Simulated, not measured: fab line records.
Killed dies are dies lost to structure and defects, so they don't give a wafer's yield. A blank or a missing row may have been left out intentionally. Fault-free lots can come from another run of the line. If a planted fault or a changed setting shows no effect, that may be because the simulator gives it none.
Which tool was responsible? / flow sky130 / 7 lots, 21 wafers sampled, at 1 step of a route of 708

== WHAT THE GAUGES SHOWED, per wafer ==
SKY_SD_N_RS_MEAS_18: uses a four-point probe to measure.
lot=L456; measured=day 28 10:19; on=filmMetro-02; RES_XHIGH_RS (ohm/sq)=334.0 334.0 334.3
lot=L458; measured=day 29 14:16; on=filmMetro-03; RES_XHIGH_RS (ohm/sq)=333.1 332.8 332.3
lot=L459; measured=day 30 00:46; on=filmMetro-03; RES_XHIGH_RS (ohm/sq)=333.8 332.2 334.2
lot=L463; measured=day 31 06:06; on=filmMetro-02; RES_XHIGH_RS (ohm/sq)=334.6 333.8 334.9
lot=L466; measured=day 32 05:56; on=filmMetro-02; RES_XHIGH_RS (ohm/sq)=335.9 335.7 335.9
lot=L474; measured=day 34 11:49; on=filmMetro-03; RES_XHIGH_RS (ohm/sq)=333.1 332.6 331.9
lot=L476; measured=day 35 19:07; on=filmMetro-04; RES_XHIGH_RS (ohm/sq)=333.2 333.0 332.8

== EACH LOT AND THE TOOL THAT RAN IT (in order: tool; ch and the chambers of the sampled wafers; start) ==
Before these readings, the record contains no process step.

== THE ANSWER, worked out from the rows above alone ==
Rule: the usual values come from the lots themselves. The widest of any qualifying gaps counts: lots, ordered by their means at a reading, are off when they make up no more than a third of the lots, leave a main group of 4 or more, and stand apart from it by 3 or more times the standard deviation of that group's means. The tables above print the reading to a certain number of digits; a main group whose means all agree to those digits is not used. Also off: a lot with no number at a reading for which 4 or more lots have one. Where the step has rows for the other lots, those lots are counted as sound.
No lot is off on any of the readings shown, so nothing can be concluded from this.

== WHAT WAS PUT IN BY THE SIMULATOR ==
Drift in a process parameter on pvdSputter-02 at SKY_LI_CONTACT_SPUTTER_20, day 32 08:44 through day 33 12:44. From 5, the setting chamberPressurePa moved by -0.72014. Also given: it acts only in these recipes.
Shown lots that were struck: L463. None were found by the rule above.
